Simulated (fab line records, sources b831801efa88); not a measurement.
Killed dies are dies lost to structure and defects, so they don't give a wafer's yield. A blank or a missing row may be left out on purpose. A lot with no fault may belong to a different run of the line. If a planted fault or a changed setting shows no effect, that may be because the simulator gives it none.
What tool caused it? || flow sky130 || 10 lots, 30 wafers sampled, at 1 step of a route of 708

WHAT THE GAUGES SHOWED, per wafer
SKY_METAL2_THK_MEAS_06: measures by xrf.
{"lot": "L244", "measured": "day 35 14:52", "on": "film-metro-04", "METAL2_ALCU_THK (nm)": "258 261 255"}
{"lot": "L245", "measured": "day 35 20:47", "on": "film-metro-03", "METAL2_ALCU_THK (nm)": "257 253 253"}
{"lot": "L246", "measured": "day 35 21:08", "on": "film-metro-02", "METAL2_ALCU_THK (nm)": "261 261 260"}
{"lot": "L251", "measured": "day 37 15:02", "on": "film-metro-04", "METAL2_ALCU_THK (nm)": "255 259 263"}
{"lot": "L254", "measured": "day 38 09:21", "on": "film-metro-04", "METAL2_ALCU_THK (nm)": "259 253 255"}
{"lot": "L255", "measured": "day 38 15:29", "on": "film-metro-02", "METAL2_ALCU_THK (nm)": "252 254 250"}
{"lot": "L257", "measured": "day 39 08:14", "on": "film-metro-02", "METAL2_ALCU_THK (nm)": "254 250 249"}
{"lot": "L259", "measured": "day 39 16:56", "on": "film-metro-03", "METAL2_ALCU_THK (nm)": "252 254 255"}
{"lot": "L260", "measured": "day 40 02:45", "on": "film-metro-04", "METAL2_ALCU_THK (nm)": "254 252 253"}
{"lot": "L261", "measured": "day 40 03:55", "on": "film-metro-04", "METAL2_ALCU_THK (nm)": "253 251 253"}

WHAT TOOL EACH LOT RAN ON (gives the tool, then ch and the chambers of the sampled wafers, and finally the start)
Before these readings, the record contains no process step.

THE ANSWER, worked out from the rows above alone
Rule: the lots themselves supply what counts as usual. Put in order of their means at a reading, lots are off if they are a third of the lots or fewer, leave a main group of 4 or more, and stand apart from it by a gap of 3 or more times the standard deviation of the main group's means; of several such gaps the widest counts. A main group is skipped when, at the precision printed for the reading in the tables above, its means are all equal. Also off: a lot with no number at a reading for which 4 or more lots have one. All remaining lots with rows at the step are treated as sound.
Nothing can be told from this: no lot is off at any reading shown.

WHAT THE SIMULATOR PUT IN
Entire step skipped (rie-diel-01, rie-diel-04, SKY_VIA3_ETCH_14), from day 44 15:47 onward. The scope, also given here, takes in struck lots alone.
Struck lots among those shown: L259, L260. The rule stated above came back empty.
